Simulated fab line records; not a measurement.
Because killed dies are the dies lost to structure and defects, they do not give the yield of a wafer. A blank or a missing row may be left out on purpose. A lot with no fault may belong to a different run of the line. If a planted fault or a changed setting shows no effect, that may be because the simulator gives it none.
What tool caused it?    flow sky130    33 wafers from 11 lots sampled at 6 of the route's 708 steps

== WHAT THE GAUGES READ, wafer by wafer ==
SKY_LDD_LDN_OVL_MEAS_07. Usual: LDD_LDN_OVL gives -0.3 nm (standard deviation 1.3).
lot   measured      on          LDD_LDN_OVL (nm)  flag
L741  day 23 19:15  overlay-01  -1.6 -0.3 -1.8    
L742  day 24 14:19  overlay-01  -0.8 -1.6 -1.2    
L744  day 24 15:12  overlay-02  -1.1 -0.8 0.0     
L750  day 26 14:03  overlay-02  -0.1 -1.3 -0.3    
L756  day 29 03:53  overlay-02  -1.2 -1.3 0.1     
L755  day 29 07:55  overlay-02  0.4 -0.5 0.7      
L758  day 29 12:53  overlay-02  -0.6 -2.7 -0.5    
L757  day 29 17:00  overlay-01  -0.2 0.5 -0.9     
L760  day 30 04:31  overlay-01  -1.4 -1.9 -2.0    
L761  day 30 19:06  overlay-02  -0.2 1.1 0.7      
L763  day 31 03:54  overlay-02  -3.1 -2.5 0.2     

SKY_SD_P_OVL_MEAS_08. Usual: SD_P_OVL gives 0.0 nm (standard deviation 1.4).
lot   measured      on          SD_P_OVL (nm)   flag
L741  day 26 08:56  overlay-01  2.4 2.6 1.6     
L742  day 27 03:50  overlay-02  -1.2 -0.9 -0.8  
L744  day 27 04:58  overlay-02  0.0 -0.9 -0.6   
L750  day 29 01:55  overlay-01  -1.9 -2.5 -3.2  
L756  day 31 14:53  overlay-01  1.8 0.7 2.8     
L755  day 31 17:25  overlay-02  0.7 2.0 0.4     
L758  day 31 23:47  overlay-01  -0.1 -1.3 -1.1  
L757  day 32 04:14  overlay-02  1.1 0.1 0.2     
L760  day 32 15:28  overlay-01  1.6 2.3 1.3     
L761  day 33 06:13  overlay-02  -1.0 -0.2 -0.8  
L763  day 33 14:35  overlay-02  1.5 0.7 0.1     

SKY_SD_N_RS_MEAS_17: the measuring method here is four-point-probe. Usual: SD_P_RS gives 147.8 ohm/sq (standard deviation 0.37).
lot   measured      on             SD_P_RS (ohm/sq)   flag
L741  day 28 18:59  film metro-04  148.5 148.4 148.0  
L742  day 29 13:50  film metro-04  147.6 147.1 147.8  
L744  day 29 15:13  film metro-02  148.1 147.9 147.9  
L750  day 31 10:41  film metro-02  147.3 147.3 147.9  
L756  day 33 22:13  film metro-04  144.9 145.4 144.9  OFF
L755  day 33 23:26  film metro-01  144.6 144.7 145.2  OFF
L758  day 34 05:31  film metro-01  147.7 147.5 148.1  
L757  day 34 10:43  film metro-02  148.5 148.2 147.8  
L760  day 34 22:10  film metro-01  147.6 147.3 147.4  
L761  day 35 11:27  film metro-04  147.3 147.5 147.3  
L763  day 35 20:19  film metro-01  147.9 147.5 147.7  

== WHICH TOOL RAN EACH LOT (tool, then ch and the chambers of the sampled wafers, then the start) ==
lot   SKY_LDD_HVN_STRIP_09                  SKY_SD_P_IMPLANT_09              SKY_SD_P_STRIP_10
L741  plasma asher-04 ch 0,1, day 21 06:59  implanter-02 ch 0, day 26 08:59  plasma asher-01 ch 0,1, day 26 09:07
L742  plasma asher-02 ch 1, day 22 02:39    implanter-02 ch 0, day 27 03:53  plasma asher-02 ch 0,1, day 27 04:01
L744  plasma asher-01 ch 0,1, day 22 03:33  implanter-04 ch 0, day 27 05:00  plasma asher-02 ch 0,1, day 27 05:09
L750  plasma asher-02 ch 0,1, day 24 03:18  implanter-02 ch 0, day 29 01:58  plasma asher-04 ch 0,1, day 29 02:06
L756  plasma asher-02 ch 0,1, day 26 19:00  implanter-04 ch 0, day 31 14:55  plasma asher-04 ch 0,1, day 31 15:04
L755  plasma asher-02 ch 0,1, day 26 23:59  implanter-04 ch 0, day 31 17:28  plasma asher-01 ch 0,1, day 31 17:36
L758  plasma asher-04 ch 0,1, day 27 04:08  implanter-03 ch 0, day 31 23:49  plasma asher-04 ch 0,1, day 31 23:58
L757  plasma asher-01 ch 0,1, day 27 08:48  implanter-03 ch 0, day 32 04:16  plasma asher-01 ch 0,1, day 32 04:25
L760  plasma asher-04 ch 0,1, day 27 19:59  implanter-02 ch 0, day 32 15:31  plasma asher-02 ch 0,1, day 32 15:39
L761  plasma asher-02 ch 0,1, day 28 11:22  implanter-03 ch 0, day 33 06:18  plasma asher-02 ch 0,1, day 33 06:26
L763  plasma asher-04 ch 0,1, day 28 20:00  implanter-03 ch 0, day 33 14:37  plasma asher-04 ch 0,1, day 33 14:46
- SKY_LDD_HVN_STRIP_09: strips in O2/N2.
- SKY_SD_P_IMPLANT_09
- SKY_SD_P_STRIP_10: strips in O2/N2.

== WHAT THE TOOLS THEMSELVES READ (means of the sampled wafers that have a number; where no wafer has one, the mark that the record gives instead) ==
SKY_LDD_HVN_STRIP_09. Usual: drypump motor current A 5.5 A, standard deviation 0.38; oes product au 0.409 a.u., standard deviation 0.0042; strip time to endpoint s 4.139 s, standard deviation 0.014.
lot   tool             drypump motor current A (A)  oes product au (a.u.)  strip time to endpoint s (s)  flag
L741  plasma asher-04  5.4                          0.411                  4.133                         
L742  plasma asher-02  5.4                          0.410                  4.145                         
L744  plasma asher-01  5.5                          0.413                  4.145                         
L750  plasma asher-02  5.6                          0.410                  4.130                         
L756  plasma asher-02  5.8                          0.410                  4.134                         
L755  plasma asher-02  5.8                          0.410                  4.134                         
L758  plasma asher-04  5.5                          0.415                  4.137                         
L757  plasma asher-01  5.5                          0.409                  4.124                         
L760  plasma asher-04  5.5                          0.410                  4.141                         
L761  plasma asher-02  5.8                          0.413                  4.153                         
L763  plasma asher-04  5.2                          0.406                  4.141                         

SKY_SD_P_IMPLANT_09. Usual: beam on s 13.1 s, standard deviation 0.74; dose ions cm2 3e+15, standard deviation 3.4e+12.
lot   tool          beam on s (s)  dose ions cm2  flag
L741  implanter-02  12.1           3e+15          
L742  implanter-02  12.3           3e+15          
L744  implanter-04  13.8           3e+15          
L750  implanter-02  12.4           3e+15          
L756  implanter-04  17.7           4e+15          OFF
L755  implanter-04  17.3           4e+15          OFF
L758  implanter-03  13.5           3e+15          
L757  implanter-03  13.6           3e+15          
L760  implanter-02  12.4           3e+15          
L761  implanter-03  13.4           3e+15          
L763  implanter-03  13.3           3e+15          

SKY_SD_P_STRIP_10. Usual: drypump motor current A 5.5 A, standard deviation 0.39; oes product au 0.618 a.u., standard deviation 0.0049; strip time to endpoint s 17.45 s, standard deviation 0.045.
lot   tool             drypump motor current A (A)  oes product au (a.u.)  strip time to endpoint s (s)  flag
L741  plasma asher-01  5.2                          0.615                  17.43                         
L742  plasma asher-02  5.8                          0.620                  17.48                         
L744  plasma asher-02  5.8                          0.623                  17.54                         
L750  plasma asher-04  5.5                          0.618                  17.45                         
L756  plasma asher-04  5.5                          0.604                  17.86                         OFF
L755  plasma asher-01  5.2                          0.607                  17.83                         OFF
L758  plasma asher-04  5.5                          0.618                  17.46                         
L757  plasma asher-01  5.5                          0.613                  17.43                         
L760  plasma asher-02  5.6                          0.619                  17.43                         
L761  plasma asher-02  5.6                          0.619                  17.38                         
L763  plasma asher-04  5.3                          0.620                  17.42                         

== THE ANSWER, worked out from the rows above alone ==
Rule: a lot is off if the mean of its wafers that have a number lies more than 3 standard deviations from the usual mean. Also off: a lot with no number at a reading for which 4 or more lots have one. Where the step has rows for the other lots, those lots are counted as sound. Order of review: gauges by route order, followed by the tools' own readings, for which a lot's mean as printed above is used. At the first step where some lot is off, the reading lying furthest off is the one used; lots without a number count as furthest.
Off: L756, L755, seen at SKY_SD_N_RS_MEAS_17 (SD_P_RS).
A tool fits if, at a process step before that reading, it ran every lot that is off, and no sound lot after the first of them. The gauges at SKY_SD_N_RS_MEAS_17 aren't tried: what is off there is off at SKY_SD_P_IMPLANT_09 too, on other tools, and a gauge's error can't cause that. One fits: implanter-04 at SKY_SD_P_IMPLANT_09. A fault onset in the window from L744 (day 27 05:00, its last sound lot) to L756 (day 31 14:55, its first lot off) fits.
The tool's own readings at SKY_SD_P_IMPLANT_09 bear it out: on the lots that are off they differ by more than 5 times the standard deviation of the sound lots' means. beam on s reads 17.5 s there against 13.0 s on the sound lots; dose ions cm2 reads 4e+15 there against 3e+15 on the sound lots.

== WHAT THE SIMULATOR PUT IN ==
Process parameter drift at SKY_SD_P_IMPLANT_09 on implanter-04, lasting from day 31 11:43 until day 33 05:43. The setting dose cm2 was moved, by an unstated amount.
Struck lots among those shown: L756, L755. This agrees with what the rule above found.
